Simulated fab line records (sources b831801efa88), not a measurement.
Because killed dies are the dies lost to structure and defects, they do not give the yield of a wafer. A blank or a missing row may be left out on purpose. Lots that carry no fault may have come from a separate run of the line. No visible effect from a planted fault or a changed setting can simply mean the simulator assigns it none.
What tool caused it? + flow gf180mcu + route of 602 steps, sampled at 1 step: 7 lots, 21 wafers

## WHAT THE GAUGES READ, wafer by wafer
GF_NWELL_TW_MEAS_11.
| lot  | measured    | on            | NWELL_TW       |
|------|-------------|---------------|----------------|
| L287 | day 4 11:11 | film metro-04 | 1592 1606 1608 |
| L293 | day 5 20:36 | film metro-04 | 1615 1605 1615 |
| L296 | day 6 12:09 | film metro-02 | 1565 1568 1560 |
| L298 | day 6 23:36 | film metro-02 | 1563 1562 1565 |
| L301 | day 7 17:02 | film metro-02 | 1570 1567 1567 |
| L303 | day 8 01:51 | film metro-02 | 1583 1590 1578 |
| L305 | day 8 15:39 | film metro-04 | 1602 1615 1605 |

## WHAT TOOL EACH LOT RAN ON (gives the tool, then ch and the chambers of the sampled wafers, and finally the start)
No process step before these readings appears in the record.

## THE ANSWER, worked out from the rows above alone
Rule: usual is defined by the lots themselves. The widest of any qualifying gaps counts: lots, ordered by their means at a reading, are off when they make up no more than a third of the lots, leave a main group of 4 or more, and stand apart from it by 3 or more times the standard deviation of that group's means. A main group is skipped when, at the precision printed for the reading in the tables above, its means are all equal. Also off: a lot with no number at a reading for which 4 or more lots have one. Where the step has rows for the other lots, those lots are counted as sound.
No lot is off on any of the readings shown, so nothing can be concluded from this.

## WHAT THE SIMULATOR PUT IN
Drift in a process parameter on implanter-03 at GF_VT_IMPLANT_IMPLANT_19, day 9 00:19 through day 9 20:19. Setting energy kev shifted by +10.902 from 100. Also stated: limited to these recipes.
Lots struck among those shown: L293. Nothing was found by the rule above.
